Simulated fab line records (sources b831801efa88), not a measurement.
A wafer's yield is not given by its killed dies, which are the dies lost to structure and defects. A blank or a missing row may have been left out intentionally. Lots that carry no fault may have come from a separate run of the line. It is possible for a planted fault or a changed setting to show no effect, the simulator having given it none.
fab line records + flow sky130
record
- lots=6
- wafers=18
- last_day=49
route steps=708 shown PWDE@50 NWELL@56
lots with no fault: from the same line, run without faults
start_h: hours from the record's opening day to when the first of the lot's shown wafers began + wait_h: how many hours have passed since the lot's step before this one + " same as the row above + L1.1+2: a row that stands for several wafers + - no value, or no start was given + * or withheld: withheld + < > ~ a bound
route shown NAME@n: a module of which the file shows steps, and the number in the route of the first + usual: mean/standard deviation of fault-free wafers + same: alike in all rows + chamber/n: place in a boat + sites: readings site by site + _std_site: standard deviation across them + _edge_site: inner sites' mean taken away from outer sites' mean + radius_mm: for every site, how far away it sits from the centre of the wafer + mask NAME#n: copy n + behind: tool/chamber where the wafer was last shaped + hold: why the lot was held/for how many hours/how that ended + device: the n, p or np transistor that did not switch + end of line: the route-end tests of the same wafers + a step without rows: its recipe alone + killed: count of dies lost to structure and defects at first sort (not the wafer's yield) + map: the dies of a wafer, with x for killed, . for not killed, _ for no die there
set.NAME: setting as actually run; set.NAME@STEP: the setting as run at that earlier step + model.NAME: the simulator's own value behind a step, which no gauge read
lots at selected steps of the route; one table per step, one row per wafer
services: a tool's chamber out of use, with start hour (start_h, from the record's first day; less than 0 if before it), hours out, and reason
## steps
# step SKY_PWDE_PEB_05
# recipe
- temp_c=115
- time_s=withheld
# step SKY_PWDE_DEVELOP_06
# recipe
- wall_angle_deg=90
- developer=TMAH
- develop_time_s=60
- dev_temp_c=23
# step SKY_PWDE_OVL_MEAS_07
# usual
- PWDE_OVL=-0.2/1.5
| lot.wafer | tool       | chamber | start_h | wait_h | PWDE_OVL[nm] |
|-----------|------------|---------|---------|--------|--------------|
| L339.1    | overlay-02 | -       | 82.18   | -      | -0.3         |
| L339.2    | "          | -       | "       | "      | 0.6          |
| L339.4    | "          | -       | "       | "      | 0.1          |
| L344.1    | overlay-01 | -       | 109.53  | -      | -0.1         |
| L344.4    | "          | -       | "       | "      | 1.0          |
| L344.6    | "          | -       | "       | "      | 0.7          |
| L350.1    | overlay-01 | -       | 141.52  | -      | -1.4         |
| L350.5    | "          | -       | "       | "      | -1.0         |
| L350.6    | "          | -       | "       | "      | -1.2         |
| L353.1    | overlay-02 | -       | 157.61  | -      | -0.4         |
| L353.4    | "          | -       | "       | "      | -1.2         |
| L353.6    | "          | -       | "       | "      | -0.3         |
| L356.2    | overlay-01 | -       | 175.19  | -      | 2.1          |
| L356.4    | "          | -       | "       | "      | 2.8          |
| L356.6    | "          | -       | "       | "      | 2.1          |
| L357.1    | overlay-01 | -       | 180.37  | -      | 0.6          |
| L357.4    | "          | -       | "       | "      | 0.6          |
| L357.6    | "          | -       | "       | "      | -0.4         |
# step SKY_PWDE_IMPLANT_08
# recipe
- species=B
- energy_kev=150
- dose_cm2=3.6e+12
- tilt_deg=withheld
# step SKY_PWDE_STRIP_09
# recipe
- chemistry=O2/N2
- power_w=1400
- pressure_mtorr=1500
- platen_temp_c=withheld
- o2_flow_sccm=3000
- n2_flow_sccm=300
- overash_fraction=0.5
# usual
- drypump_motor_current_A=5.68/0.23
- oes_product_au=0.723/0.0047
- strip_time_to_endpoint_s=36.89/0.098
# same
- overash_fraction=0.5
| lot.wafer | tool            | chamber | start_h | wait_h | drypump_motor_current_A | oes_product_au | rf_hours_counter_h | strip_time_to_endpoint_s |
|-----------|-----------------|---------|---------|--------|-------------------------|----------------|--------------------|--------------------------|
| L339.1    | plasma_asher-04 | 1       | 82.37   | 0.1    | 5.92                    | 0.720          | 39                 | 36.90                    |
| L339.2    | "               | 0       | "       | "      | 5.41                    | 0.720          | 39                 | 36.85                    |
| L339.4    | "               | 1       | "       | "      | 5.91                    | 0.729          | -                  | 36.88                    |
| L344.1    | plasma_asher-02 | 0       | 109.72  | 0.1    | 5.41                    | 0.732          | 37                 | 36.88                    |
| L344.4    | "               | 0       | "       | "      | 5.41                    | 0.723          | -                  | 36.80                    |
| L344.6    | "               | 0       | "       | "      | 5.42                    | 0.723          | -                  | 36.77                    |
| L350.1    | plasma_asher-02 | 1       | 141.71  | 0.1    | 6.04                    | 0.719          | 41                 | 36.97                    |
| L350.5    | "               | 0       | "       | "      | 5.41                    | 0.716          | -                  | 36.87                    |
| L350.6    | "               | 1       | "       | "      | 6.03                    | 0.714          | -                  | 36.86                    |
| L353.1    | plasma_asher-04 | 1       | 157.80  | 0.1    | 5.90                    | 0.730          | 47                 | 36.92                    |
| L353.4    | "               | 0       | "       | "      | 5.43                    | 0.723          | -                  | 36.91                    |
| L353.6    | "               | 0       | "       | "      | 5.43                    | 0.728          | -                  | 36.81                    |
| L356.2    | plasma_asher-02 | 1       | 175.37  | 0.1    | 6.01                    | 0.719          | 44                 | 36.89                    |
| L356.4    | "               | 1       | "       | "      | 6.02                    | 0.727          | -                  | 36.77                    |
| L356.6    | "               | 1       | "       | "      | 6.01                    | 0.734          | -                  | 37.01                    |
| L357.1    | plasma_asher-01 | 0       | 180.56  | 0.1    | 5.56                    | 0.721          | 6                  | 37.12                    |
| L357.4    | "               | 0       | "       | "      | 5.57                    | 0.723          | -                  | 36.98                    |
| L357.6    | "               | 1       | "       | "      | 5.73                    | 0.722          | -                  | 37.15                    |
# step SKY_PWDE_TW_MEAS_10
# usual
- PWDE_TW=372.2/2.3
| lot.wafer | tool          | chamber | start_h | wait_h | PWDE_TW |
|-----------|---------------|---------|---------|--------|---------|
| L339.1    | film_metro-01 | -       | 82.47   | 0.1    | 374.6   |
| L339.2    | "             | -       | "       | "      | 375.8   |
| L339.4    | "             | -       | "       | "      | 375.0   |
| L344.1    | film_metro-04 | -       | 109.82  | 0.1    | 370.6   |
| L344.4    | "             | -       | "       | "      | 369.2   |
| L344.6    | "             | -       | "       | "      | 372.1   |
| L350.1    | film_metro-03 | -       | 141.81  | 0.1    | 370.9   |
| L350.5    | "             | -       | "       | "      | 371.3   |
| L350.6    | "             | -       | "       | "      | 367.9   |
| L353.1    | film_metro-03 | -       | 157.90  | 0.1    | 369.6   |
| L353.4    | "             | -       | "       | "      | 366.9   |
| L353.6    | "             | -       | "       | "      | 369.8   |
| L356.2    | film_metro-01 | -       | 175.48  | 0.1    | 374.3   |
| L356.4    | "             | -       | "       | "      | 375.7   |
| L356.6    | "             | -       | "       | "      | 375.7   |
| L357.1    | film_metro-04 | -       | 180.66  | 0.1    | 373.3   |
| L357.4    | "             | -       | "       | "      | 371.6   |
| L357.6    | "             | -       | "       | "      | 371.7   |
# step SKY_NWELL_DEHYDRATE_03
# recipe
- temp_c=200
- time_s=60
# step SKY_NWELL_HMDS_04
# recipe
- prime_time_s=60
- prime_temp_c=120
# step SKY_NWELL_COAT_05
# recipe
- spin_rpm=2000
- resist_thk_nm=3000
# step SKY_NWELL_SOFTBAKE_06
# recipe
- temp_c=110
- time_s=withheld
# step SKY_NWELL_EXPOSE_07
# recipe
- mask_id=NWM
- na=0.6
- source_shape=conventional
- sigma_outer=0.6
- polarization=unpolarized
- target_cd_nm=840
- dose_mj=255
# step SKY_NWELL_PEB_08
# recipe
- temp_c=115
- time_s=withheld
# step SKY_NWELL_DEVELOP_09
# recipe
- wall_angle_deg=90
- developer=TMAH
- develop_time_s=60
- dev_temp_c=23
| lot.wafer  | tool           | chamber | start_h | wait_h |
|------------|----------------|---------|---------|--------|
| L339.1+2+4 | litho_track-04 | 0       | 99      | -      |
| L344.1+4+6 | litho_track-01 | 0       | 128     | -      |
| L350.1+5+6 | litho_track-01 | 0       | 161     | -      |
| L353.1+4+6 | litho_track-01 | 0       | 177     | -      |
| L356.2+4+6 | litho_track-04 | 0       | 195     | -      |
| L357.1+4+6 | litho_track-02 | 0       | 201     | -      |
# step SKY_NWELL_OVL_MEAS_10
# usual
- NWELL_00_OVL=-1.1/1.3
| lot.wafer | tool       | chamber | start_h | wait_h | NWELL_00_OVL[nm] |
|-----------|------------|---------|---------|--------|------------------|
| L339.1    | overlay-02 | -       | 99.93   | -      | -2.1             |
| L339.2    | "          | -       | "       | "      | -0.3             |
| L339.4    | "          | -       | "       | "      | -3.1             |
| L344.1    | overlay-02 | -       | 128.39  | -      | 0.1              |
| L344.4    | "          | -       | "       | "      | -0.6             |
| L344.6    | "          | -       | "       | "      | -1.7             |
| L350.1    | overlay-01 | -       | 161.34  | -      | -0.9             |
| L350.5    | "          | -       | "       | "      | -                |
| L350.6    | "          | -       | "       | "      | -1.5             |
| L353.1    | overlay-02 | -       | 177.99  | -      | -0.8             |
| L353.4    | "          | -       | "       | "      | -                |
| L353.6    | "          | -       | "       | "      | -0.1             |
| L356.2    | overlay-02 | -       | 195.94  | -      | -2.5             |
| L356.4    | "          | -       | "       | "      | -2.8             |
| L356.6    | "          | -       | "       | "      | -2.6             |
| L357.1    | overlay-02 | -       | 201.56  | -      | -1.7             |
| L357.4    | "          | -       | "       | "      | -1.9             |
| L357.6    | "          | -       | "       | "      | -0.6             |
# step SKY_NWELL_IMPLANT_11
# recipe
- species=P
- energy_kev=400
- dose_cm2=1.9e+13
- tilt_deg=withheld
## services
| tool            | chamber | start_h | hours | kind       |
|-----------------|---------|---------|-------|------------|
| plasma_asher-04 | -       | 78.24   | 2.8   | pm         |
| plasma_asher-01 | -       | 81.10   | 0.7   | repair     |
| plasma_asher-01 | -       | 108.75  | 9.0   | pm         |
| plasma_asher-01 | 0       | 108.75  | 9.0   | vent_cycle |
| plasma_asher-01 | 1       | 108.75  | 9.0   | vent_cycle |
| plasma_asher-01 | 0       | 117.75  | -     | clean      |
| plasma_asher-01 | 1       | 117.75  | -     | clean      |
## key
first_sign
- step=SKY_NWELL_OVL_MEAS_10
- reading=NWELL_00_OVL
- direction=missing
effect none on later readings
met_at SKY_NWELL_DEVELOP_09
struck_wafers L350.5,L353.4
sort_left_out L350.5,L353.4
tester_left_out L350,L353
onset_between 128 161
fault
- kind=process_parameter_drift
- tool=litho_track-01
- chamber=-
- onset_h=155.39
- steps=SKY_NWELL_DEVELOP_09
- channel=develop_time_s
- offset=*
- shape=step
- end_h=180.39
- scope=struck_wafers_only
- acts_in=*
- stated=*
# tester_left_out: of these lots the tester's yield and bins aren't shown, on N5 and GAA mostly nor the transistor test; their killed dies are dies lost to structure and defects alone, not to doping, threshold or leakage, so they don't give the yield
# sort_left_out: the simulated sort isn't trusted on such a fault, so these wafers' sort isn't shown, and their yield isn't known
